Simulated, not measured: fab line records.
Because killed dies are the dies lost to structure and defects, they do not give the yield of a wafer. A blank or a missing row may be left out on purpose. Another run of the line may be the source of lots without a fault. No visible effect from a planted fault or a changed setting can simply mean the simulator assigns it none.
Chamber matching    flow sky130    3 sister chambers for SKY_PASSIVATION_CVD_00 on pecvd-02
The step deposits SiO2, target thk 90 nm. 6 wafers are shown with their chamber, then 10 later ones without.

WAFERS PAIRED WITH THEIR CHAMBERS
wafer   chamber  heater-power-w (W)
L082.1  1        673
L082.6  1        685
L086.3  2        645
L086.6  0        654
L088.1  2        638
L088.3  0        662

WAFERS MISSING THEIR CHAMBER
wafer   heater-power-w (W)
L088.4  690
L093.2  730
L093.3  555
L093.5  567
L094.1  591
L094.2  733
L094.4  587
L096.2  644
L096.4  650
L096.6  723

EACH ONE'S CHAMBER
wafer    from the rows above       in truth
L088.4   1                         1
L093.2   1                         1
L093.3   2                         2
L093.5   2                         2
L094.1   2                         2
L094.2   1                         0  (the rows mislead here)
L094.4   2                         2
L096.2   can't be placed: 2 or 0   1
L096.4   can't be placed: 0 or 2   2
L096.6   1                         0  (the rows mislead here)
Placed correctly: 6 of 10. From these rows, 2 cannot be placed; in 1 the true chamber is one of the candidates. 2 placed wrongly.
How it was worked out, from the rows above alone: a wafer's distance from a chamber is the root of the sum, over the readings, of the square of ((its reading less the chamber's mean) divided by the reading's scatter). If the next closest chamber is less than 2 further off than the closest, the wafer can't be placed; otherwise it belongs to the closest. Each chamber's mean is taken over the wafers shown for it. The scatter: the root of (the sum of the squares of (reading less its chamber's mean) over the shown wafers, divided by (wafers less chambers)).
